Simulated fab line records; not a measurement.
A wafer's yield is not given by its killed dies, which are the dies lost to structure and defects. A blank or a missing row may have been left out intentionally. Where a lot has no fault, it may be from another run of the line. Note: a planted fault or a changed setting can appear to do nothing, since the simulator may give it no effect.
Which of the tools did it? + flow gf180mcu + 14 lots (42 wafers sampled), 1 step of a 602-step route

== WHAT THE GAUGES READ, wafer by wafer ==
GF_M4_THK_MEAS_06: measures by xrf.
| lot  | measured     | on            | M4_ALCU_THK (nm) |
|------|--------------|---------------|------------------|
| L550 | day 23 01:16 | film metro-02 | 444 452 444      |
| L548 | day 23 03:34 | film metro-03 | 443 436 439      |
| L547 | day 23 07:26 | film metro-04 | 447 449 448      |
| L554 | day 24 04:56 | film metro-02 | 448 450 439      |
| L555 | day 24 08:01 | film metro-04 | 446 460 456      |
| L560 | day 26 02:32 | film metro-04 | 464 447 463      |
| L562 | day 27 03:25 | film metro-03 | 444 446 438      |
| L563 | day 27 04:35 | film metro-03 | 449 453 451      |
| L564 | day 27 10:58 | film metro-02 | 442 446 451      |
| L565 | day 28 01:44 | film metro-02 | 458 459 459      |
| L566 | day 28 04:32 | film metro-04 | 441 440 437      |
| L567 | day 28 16:03 | film metro-04 | 452 444 444      |
| L568 | day 28 21:21 | film metro-02 | 449 445 449      |
| L569 | day 29 08:32 | film metro-04 | 452 456 455      |

== WHICH TOOL RAN EACH LOT (tool, then ch and the chambers of the sampled wafers, then the start) ==
There is no process step in the record ahead of these readings.

== WHAT THE TOOLS THEMSELVES READ (means of the sampled wafers that have a number; where no wafer has one, the mark that the record gives instead) ==
The record holds no such reading with a usual standard deviation.

== THE ANSWER, worked out from the rows above alone ==
Rule: usual is defined by the lots themselves. Put in order of their means at a reading, lots are off if they are a third of the lots or fewer, leave a main group of 4 or more, and stand apart from it by a gap of 3 or more times the standard deviation of the main group's means; of several such gaps the widest counts. A main group whose means are all the same, to the digits that the tables above print for the reading, isn't used. A lot without any number at a reading at which 4 lots or more have one is off too. Any other lot the step has rows for is counted as sound. The gauges are gone through in route order, then the tools' own readings, and for those a lot's mean is taken as printed above. The first step at which some lot is off is used, and at that step the reading that is off furthest; a lot without a number counts as furthest.
Nothing can be told from this: no lot is off at any reading shown.

== WHAT THE SIMULATOR HAD PUT IN ==
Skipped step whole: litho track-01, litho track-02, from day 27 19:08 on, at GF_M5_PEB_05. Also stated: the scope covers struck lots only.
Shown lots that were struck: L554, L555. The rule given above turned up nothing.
